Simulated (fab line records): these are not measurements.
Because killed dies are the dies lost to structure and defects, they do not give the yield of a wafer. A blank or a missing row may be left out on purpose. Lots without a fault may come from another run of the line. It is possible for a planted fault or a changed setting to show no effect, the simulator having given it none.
A struck lot beside a sound one ; flow sky130 ; 14 out of 708 route steps
Sound: these wafers, L193.1, L193.2, L193.5. Wafers struck: L201.1, L201.2, L201.5. The cause comes at the end.
For every step that has rows: the tool of each side, followed by ch and its chambers, followed by its first start. Under that, the readings that differ: sound wafers ; struck wafers ; difference of the means ; sigmas: that difference in standard deviations of wafers without a fault.
alike: readings with means less than 2 such deviations apart, plus words and numbers identical on both sides. not compared: withheld readings, readings lacking a value on some wafer, bounds such as >300 that could conceal the same value, and numbers that have no deviation in the record and whose values overlap.
A row with sigmas, a row that says differs or no value, or rows on one side alone: a step with any of these is where the two part. When numbers do not overlap yet have no deviation, they are printed without sigmas and do not part them. A reading that every wafer of one side lacks parts them only if that side has two wafers or more.

SKY_VIA2_CD_MEAS_12: the cd target is 200 nm.
  sound on cd_sem-02, day 39 18:14; struck on cd_sem-02, day 41 23:09
  alike: cd_nm
SKY_VIA2_OVL_MEAS_13:
  sound on overlay-02, day 39 18:22; struck on overlay-01, day 41 23:16
  alike: VIA2_OVL
SKY_VIA2_ETCH_14: etches BARC in N2/H2, stops on SiO2, time 45.9 s, target depth 60 nm.
  sound on rie_diel-04 ch 1,2,3, day 39 18:24; struck on rie_diel-02 ch 0,1,2, day 41 23:19
  alike: drypump_motor_current_A, oes_product_au, rf_fwd_power_W, throttle_valve_pct
  not compared: rf_hours_counter_h
SKY_VIA2_ETCH_15: etches SiO2 in C4F8/O2/Ar, stops on TiN, target depth 546 nm, time 84 s.
  sound on rie_diel-04 ch 1,2,3, day 39 18:26; struck on rie_diel-02 ch 0,1,2, day 41 23:21
  alike: oes_product_au, rf_fwd_power_W
  not compared: rf_hours_counter_h
SKY_VIA2_STRIP_16: strips in O2/N2.
  sound on plasma_asher-03 ch 0,1, day 39 18:30; struck on plasma_asher-04 ch 0,1, day 41 23:25
  alike: drypump_motor_current_A, oes_product_au, strip_time_to_endpoint_s
  not compared: rf_hours_counter_h
then, 3 steps without rows for these wafers: SKY_VIA2_STRIP_17 (strips in post etch residue remover, time 1200 s); SKY_VIA2_CLEAN_18 (cleans in IPA, time 180 s); SKY_VIA2_CLEAN_19 (cleans in O3/DIW).
SKY_VIA2_SPUTTER_20: material TiN, target thk 20 nm, time 80 s.
  sound on pvd_sputter-01, day 39 19:05; struck on pvd_sputter-03, day 42 00:02
  alike: chamber_pressure_pa, throttle_valve_pct
SKY_VIA2_CVD_21: deposits W, target thk 420 nm, time 126.4 s.
  sound on cvd_w-01 ch 0,1, day 39 19:17; struck on cvd_w-02 ch 0,1, day 42 00:06
  alike: heater_power_w
SKY_VIA2_RS_MEAS_22: uses a four-point probe to measure.
  sound on film_metro-01, day 39 19:25; struck on film_metro-02, day 42 00:14
  alike: VIA2_W_RS
SKY_VIA2_THK_MEAS_23: measures by xrf.
  sound on film_metro-01, day 39 19:32; struck on film_metro-02, day 42 00:21
  alike: VIA2_W_THK
SKY_VIA2_CMP_24: polishes, stops on SiO2, t overpolish 20 s, target thk 0 nm.
  sound on cmp-02 ch 1,2, day 39 19:35; struck on cmp-01 ch 2,3, day 42 00:25
  no value came back on the struck wafers for any of 5 readings (edge_zone_pressure_frac, head_pressure_psi (psi) and others); on the sound wafers edge_zone_pressure_frac reads 0.993 0.996 1.001
reading;sound;struck;difference;sigmas
model.W_of_VIA2_CVD_21.thk_nm (nm);0 0 0;413.9 414.7 414;+414.2;
model.SiO2_of_VIA2_HDPCVD_00.thk_nm (nm);490.2 489.6 489.2;494.4 494.5 494.4;+4.8;
-- the record jumps here: 8 days lie between the struck wafers' starts before and after (it left off in module VIA2 and takes up again in module PAD_OPEN, whose first step shown is number 708 of the route) --
SKY_PAD_OPEN_PROBE_99:
  sound on prober-01, day 48 13:49; struck on prober-01, day 50 03:32
reading;sound;struck;difference;sigmas
defect_limited_yield (%);85.2 80.5 80.1;0 0 0;-82;-43
killed_at_M0_to_M3;39 38 41;454 448 445;+410;+63
killed_dies;73 96 98;492 492 492;+403;+43
killed_on_rim;12 22 19;96 96 96;+78;+19
sort_bin_3_pad_short (%);1.0 0.6 0.4;85.2 83.5 82.7;+83.1;+99 or more
sort_n_pass;419 396 394;0 0 0;-403;-43
sort_yield_pct (%);85.2 80.5 80.1;0 0 0;-82;-43
  alike: killed_at_M4_up, killed_at_contacts, killed_at_front_end, killed_at_other, killed_open, killed_short, sort_bin_5_function, sort_bin_6_memory

WHERE THEY PART
Last at SKY_PAD_OPEN_PROBE_99 as far as this record goes, first at SKY_VIA2_CMP_24.

WHY: what the simulator had put in
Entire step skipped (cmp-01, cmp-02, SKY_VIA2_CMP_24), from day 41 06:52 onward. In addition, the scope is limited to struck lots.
